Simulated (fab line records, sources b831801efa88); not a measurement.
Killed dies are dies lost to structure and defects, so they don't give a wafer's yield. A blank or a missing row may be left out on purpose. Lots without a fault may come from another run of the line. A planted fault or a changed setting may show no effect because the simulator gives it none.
Which tool did it? | flow sky130 | 11 lots, 33 wafers sampled, at 4 steps of a route of 708

WHAT THE GAUGES READ, wafer by wafer
The record holds no reading of a measuring or inspecting step that can be judged against a usual standard deviation.

WHICH TOOL RAN EACH LOT (tool, then ch and the chambers of the sampled wafers, then the start)
lot  | SKY_FIELD_ISO_ETCH_17           | SKY_FIELD_ISO_CMP_27         | SKY_METAL4_SOFTBAKE_09            | SKY_PAD_OPEN_PROBE_99
L783 | rie_si-02 ch 1,2, day 2 04:02   | cmp-01 ch 2,3, day 2 09:33   | litho_track-01 ch 0, day 40 10:00 | prober-01, day 44 21:59
L784 | rie_si-01 ch 0,1,3, day 2 11:17 | cmp-02 ch 0,1,3, day 2 14:41 | litho_track-04 ch 0, day 40 19:00 | prober-02, day 45 08:13
L793 | rie_si-01 ch 0,1,2, day 4 23:11 | cmp-01 ch 1,2,3, day 5 03:11 | litho_track-04 ch 0, day 44 11:00 | prober-01, day 48 10:22
L792 | rie_si-01 ch 0,2, day 4 23:15   | cmp-02 ch 0,3, day 5 03:11   | litho_track-04 ch 0, day 44 09:00 | prober-02, day 48 09:47
L795 | rie_si-01 ch 1,2, day 4 23:35   | cmp-02 ch 1,2, day 5 03:52   | litho_track-01 ch 0, day 44 13:00 | prober-01, day 48 11:46
L796 | rie_si-01 ch 0,2,3, day 5 05:41 | cmp-01 ch 0,1, day 5 10:14   | litho_track-01 ch 0, day 44 16:00 | prober-02, day 48 16:14
L797 | rie_si-01 ch 0,2,3, day 5 09:54 | cmp-02 ch 0,1, day 5 13:19   | litho_track-01 ch 0, day 44 21:00 | prober-01, day 48 21:38
L799 | rie_si-01 ch 0,2,3, day 5 19:20 | cmp-01 ch 0,2,3, day 6 01:30 | litho_track-01 ch 0, day 45 12:00 | prober-01, day 49 06:42
L802 | rie_si-02 ch 1,2, day 6 06:44   | cmp-01 ch 0,3, day 6 12:46   | litho_track-01 ch 0, day 46 04:00 | prober-02, day 49 22:19
L804 | rie_si-02 ch 0,1,2, day 6 17:39 | cmp-01 ch 1,2,3, day 7 04:05 | litho_track-02 ch 0, day 46 18:00 | prober-02, day 50 10:32
L805 | rie_si-01 ch 1,2,3, day 7 00:32 | cmp-01 ch 1,2,3, day 7 06:17 | litho_track-02 ch 0, day 46 20:00 | prober-01, day 50 11:43
- SKY_FIELD_ISO_ETCH_17: etches Si in HBr/Cl2/O2, target depth 342 nm, time 97.7 s.
- SKY_FIELD_ISO_CMP_27: polishes, stops on Si3N4, t overpolish 16 s, target thk 457.8 nm.
- SKY_METAL4_SOFTBAKE_09: time 90 s.
- SKY_PAD_OPEN_PROBE_99

WHAT THE TOOLS THEMSELVES READ (means of the sampled wafers that have a number; where no wafer has one, the mark that the record gives instead)
SKY_FIELD_ISO_ETCH_17. Usual: drypump_motor_current_A 5.68 A, standard deviation 0.21; oes_product_au 0.995 a.u., standard deviation 0.0099; throttle_valve_pct 25.660 %, standard deviation 0.011.
lot  | tool      | drypump_motor_current_A (A) | oes_product_au (a.u.) | throttle_valve_pct (%) | flag
L783 | rie_si-02 | 5.43                        | 0.996                 | 25.657                 |
L784 | rie_si-01 | 5.75                        | 0.995                 | 25.658                 |
L793 | rie_si-01 | 5.75                        | 0.983                 | 25.666                 |
L792 | rie_si-01 | 5.68                        | 0.992                 | 25.668                 |
L795 | rie_si-01 | 5.72                        | 0.992                 | 25.665                 |
L796 | rie_si-01 | 5.68                        | 0.998                 | 25.657                 |
L797 | rie_si-01 | 5.69                        | 0.988                 | 25.658                 |
L799 | rie_si-01 | 5.67                        | 0.992                 | 25.660                 |
L802 | rie_si-02 | 5.64                        | 1.002                 | 25.659                 |
L804 | rie_si-02 | 5.59                        | 1.004                 | 25.665                 |
L805 | rie_si-01 | 5.67                        | 0.995                 | 25.659                 |

SKY_FIELD_ISO_CMP_27. Usual: head_pressure_psi 4.001 psi, standard deviation 0.0081; motor_current_A 12.2 A, standard deviation 1.1; overpolish_run_s 15.999 s, standard deviation 0.0082; time_to_endpoint_s 115 s, standard deviation 4.2.
lot  | tool   | head_pressure_psi (psi) | motor_current_A (A) | overpolish_run_s (s) | time_to_endpoint_s (s) | flag
L783 | cmp-01 | 4.009                   | 12.4                | 16.003               | 112                    |
L784 | cmp-02 | 4.001                   | 11.5                | 15.999               | 115                    |
L793 | cmp-01 | 3.995                   | 12.0                | 16.001               | 114                    |
L792 | cmp-02 | 4.000                   | 10.6                | 15.994               | 120                    |
L795 | cmp-02 | 3.997                   | 13.1                | 16.004               | 119                    |
L796 | cmp-01 | 3.998                   | 13.1                | 16.004               | 118                    |
L797 | cmp-02 | 3.999                   | 12.6                | 15.993               | 114                    |
L799 | cmp-01 | 3.997                   | 12.5                | 15.998               | 121                    |
L802 | cmp-01 | 4.006                   | 13.1                | 15.999               | 116                    |
L804 | cmp-01 | 4.003                   | 12.1                | 16.001               | 112                    |
L805 | cmp-01 | 4.002                   | 12.0                | 15.998               | 116                    |

SKY_METAL4_SOFTBAKE_09. Usual: exhaust_pa 44.7 Pa, standard deviation 0.9; heater_power_total_W 57.36 W, standard deviation 0.12; plate_temp_C 100.00 C, standard deviation 0.14.
lot  | tool           | exhaust_pa (Pa) | heater_power_total_W (W) | plate_temp_C (C) | flag
L783 | litho_track-01 | 45.2            | 57.22                    | 99.99            |
L784 | litho_track-04 | 46.1            | 57.30                    | 100.04           |
L793 | litho_track-04 | 43.9            | 55.85                    | 97.98            | OFF
L792 | litho_track-04 | 44.1            | 55.76                    | 97.99            | OFF
L795 | litho_track-01 | 44.2            | 57.30                    | 99.94            |
L796 | litho_track-01 | 44.1            | 57.35                    | 100.01           |
L797 | litho_track-01 | 44.7            | 57.35                    | 99.96            |
L799 | litho_track-01 | 44.9            | 57.45                    | 100.06           |
L802 | litho_track-01 | 43.9            | 57.36                    | 100.02           |
L804 | litho_track-02 | 44.7            | 57.27                    | 99.94            |
L805 | litho_track-02 | 44.4            | 57.46                    | 99.90            |

SKY_PAD_OPEN_PROBE_99. Usual: defect_limited_yield 82.3 %, standard deviation 1.8; killed_at_M0_to_M3 44, standard deviation 7.2; killed_at_M4_up 3.1, standard deviation 1.8; killed_at_contacts 24, standard deviation 4.5; killed_at_front_end 16, standard deviation 4.4; killed_at_other 0.2, standard deviation 0.42; killed_dies 87, standard deviation 8.9; killed_on_rim 17, standard deviation 4.1; killed_open 48, standard deviation 6.4; killed_short 39, standard deviation 6.2; sort_bin_3_pad_short 0.9 %, standard deviation 0.46; sort_bin_5_function 10.5 %, standard deviation 1.6; sort_bin_6_memory 6.3 %, standard deviation 1.1; sort_n_pass 405, standard deviation 8.9; sort_yield_pct 82.3 %, standard deviation 1.8.
lot  | tool      | defect_limited_yield (%) | killed_at_M0_to_M3 | killed_at_M4_up | killed_at_contacts | killed_at_front_end | killed_at_other | killed_dies | killed_on_rim | killed_open | killed_short | sort_bin_3_pad_short (%) | sort_bin_5_function (%) | sort_bin_6_memory (%) | sort_n_pass | sort_yield_pct (%) | flag
L783 | prober-01 | 81.3                     | 47                 | 3.0             | 23                 | 19                  | 0.3             | 92          | 18            | 52          | 40           | 1.5                      | 10.5                    | 6.7                   | 400         | 81.3               |
L784 | prober-02 | 81.6                     | 45                 | 4.3             | 25                 | 16                  | 0.3             | 91          | 20            | 47          | 44           | 0.8                      | 11.2                    | 6.4                   | 401         | 81.6               |
L793 | prober-01 | 82.5                     | 41                 | 3.7             | 27                 | 14                  | 0.0             | 86          | 14            | 47          | 39           | 0.9                      | 9.8                     | 6.7                   | 406         | 82.5               |
L792 | prober-02 | 82.5                     | 45                 | 2.7             | 27                 | 12                  | 0.0             | 86          | 17            | 43          | 43           | 1.1                      | 10.6                    | 5.8                   | 406         | 82.5               |
L795 | prober-01 | 83.6                     | 35                 | 4.0             | 25                 | 17                  | 0.0             | 81          | 14            | 40          | 41           | 0.6                      | 9.8                     | 6.0                   | 411         | 83.6               |
L796 | prober-02 | 81.2                     | 48                 | 4.3             | 23                 | 17                  | 0.0             | 92          | 20            | 54          | 39           | 0.8                      | 10.7                    | 7.2                   | 400         | 81.2               |
L797 | prober-01 | 81.5                     | 49                 | 2.7             | 20                 | 20                  | 0.0             | 91          | 18            | 48          | 43           | 0.9                      | 11.4                    | 6.2                   | 401         | 81.5               |
L799 | prober-01 | 81.6                     | 46                 | 2.7             | 26                 | 16                  | 0.0             | 91          | 15            | 53          | 38           | 0.7                      | 11.8                    | 6.0                   | 401         | 81.6               |
L802 | prober-02 | 83.0                     | 48                 | 1.7             | 19                 | 14                  | 0.7             | 84          | 21            | 50          | 34           | 0.8                      | 9.7                     | 6.5                   | 408         | 83.0               |
L804 | prober-02 | 82.5                     | 41                 | 3.7             | 24                 | 17                  | 0.3             | 86          | 17            | 49          | 37           | 0.9                      | 10.1                    | 6.5                   | 406         | 82.5               |
L805 | prober-01 | 81.8                     | 48                 | 2.0             | 25                 | 14                  | 0.0             | 89          | 17            | 51          | 38           | 1.1                      | 12.1                    | 5.0                   | 403         | 81.8               |

THE ANSWER, worked out from the rows above alone
Rule: a lot is off if the mean of its wafers that have a number lies more than 3 standard deviations from the usual mean. A lot without any number at a reading at which 4 lots or more have one is off too. The other lots that the step has rows for count as sound. The gauges are gone through in route order, then the tools' own readings, and for those a lot's mean is taken as printed above. The first step at which some lot is off is used, and at that step the reading that is off furthest; a lot without a number counts as furthest.
Off: L793, L792, at SKY_METAL4_SOFTBAKE_09 (plate_temp_C).
A tool fits if, at that step or a process step before it, it ran every lot that is off, and no sound lot after the first of them. One fits: litho_track-04 at SKY_METAL4_SOFTBAKE_09. Its last sound lot is L784 (day 40 19:00), its first lot that is off L792 (day 44 09:00): a fault that began between those two fits.
The tool's own readings at SKY_METAL4_SOFTBAKE_09 bear it out: on the lots that are off they differ by more than 5 times the standard deviation of the sound lots' means. heater_power_total_W reads 55.80 W there against 57.34 W on the sound lots; plate_temp_C reads 97.98 C there against 99.98 C on the sound lots.

WHAT THE SIMULATOR HAD PUT IN
Process parameter drift: litho_track-04, from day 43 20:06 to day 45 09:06, at SKY_METAL4_SOFTBAKE_09. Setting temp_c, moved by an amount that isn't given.
Lots struck among those shown: L793, L792. The rule above found the same.
